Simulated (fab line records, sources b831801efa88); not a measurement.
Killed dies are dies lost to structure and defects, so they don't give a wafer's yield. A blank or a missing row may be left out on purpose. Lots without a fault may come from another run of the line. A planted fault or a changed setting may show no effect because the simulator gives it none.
One fault seen from 2 desks | flow sky130 | each desk has only its own numbers; what lay behind them comes last

THE TOOL OWNER'S DESK: wet_bench-01
The tool's own readings at SKY_FIELD_ISO_WET_ETCH_18 (etches Si3N4 in H3PO4, target depth 25 nm, time 286 s): means of the sampled wafers that have a number, for each lot that ran on this tool. A lot is out of limits, marked OUT, if its mean lies more than 4 standard deviations from the usual mean; the brackets give that distance.
Columns: A = run_length_s at SKY_FIELD_ISO_WET_ETCH_18, usual 312.5 s
lot  | first seen here | A
L853 | day 2 08:19     | 311.9
L858 | day 3 09:14     | 337.7 (+8.7) OUT
L859 | day 3 13:35     | 334.6 (+7.6) OUT
L871 | day 6 01:04     | 309.6
This desk's finding: out of limits on L858, L859; first on L858, day 3 09:14 (run_length_s at SKY_FIELD_ISO_WET_ETCH_18). In limits: L853, L871.

THE METROLOGY DESK
What the gauges read, lot by lot, whatever tool the lot ran on: means of the sampled wafers that have a number. A lot is out of limits, marked OUT, if its mean lies more than 4 standard deviations from the usual mean; the brackets give that distance.
Columns: A = LDD_HVN_OVL at SKY_LDD_HVN_OVL_MEAS_07, usual 0.6 nm
lot  | first seen here | A
L853 | day 20 21:43    | -0.3
L856 | day 21 21:57    | 0.3
L858 | day 22 15:28    | 0.7
L859 | day 22 21:23    | 2.2
L861 | day 23 08:50    | -0.4
L866 | day 25 00:31    | 0.7
L865 | day 25 02:02    | -0.5
L867 | day 25 21:50    | 0.9
L868 | day 26 04:38    | 2.8
L870 | day 26 17:02    | 1.3
L871 | day 27 03:04    | 2.2
L873 | day 27 16:55    | 3.0
L874 | day 27 19:35    | 0.2
This desk's finding: nothing out of limits on any of the 13 lots.

PUT TOGETHER
The tool owner's desk could have raised an alarm at day 3 09:14, on L858, L859.
The metrology desk saw nothing out of limits.
The metrology desk has L858, L859 on record, within its limits.
Of the lots named, all ran SKY_FIELD_ISO_WET_ETCH_18 on wet_bench-01.

WHAT THE SIMULATOR HAD PUT IN
Process parameter drift: wet_bench-01, from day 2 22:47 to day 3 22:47, at SKY_FIELD_ISO_WET_ETCH_18. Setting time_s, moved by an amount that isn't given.
Lots struck among those shown: L858, L859.
Hours from the fault's start to each desk's first reading out of limits: the tool owner's desk, 10.
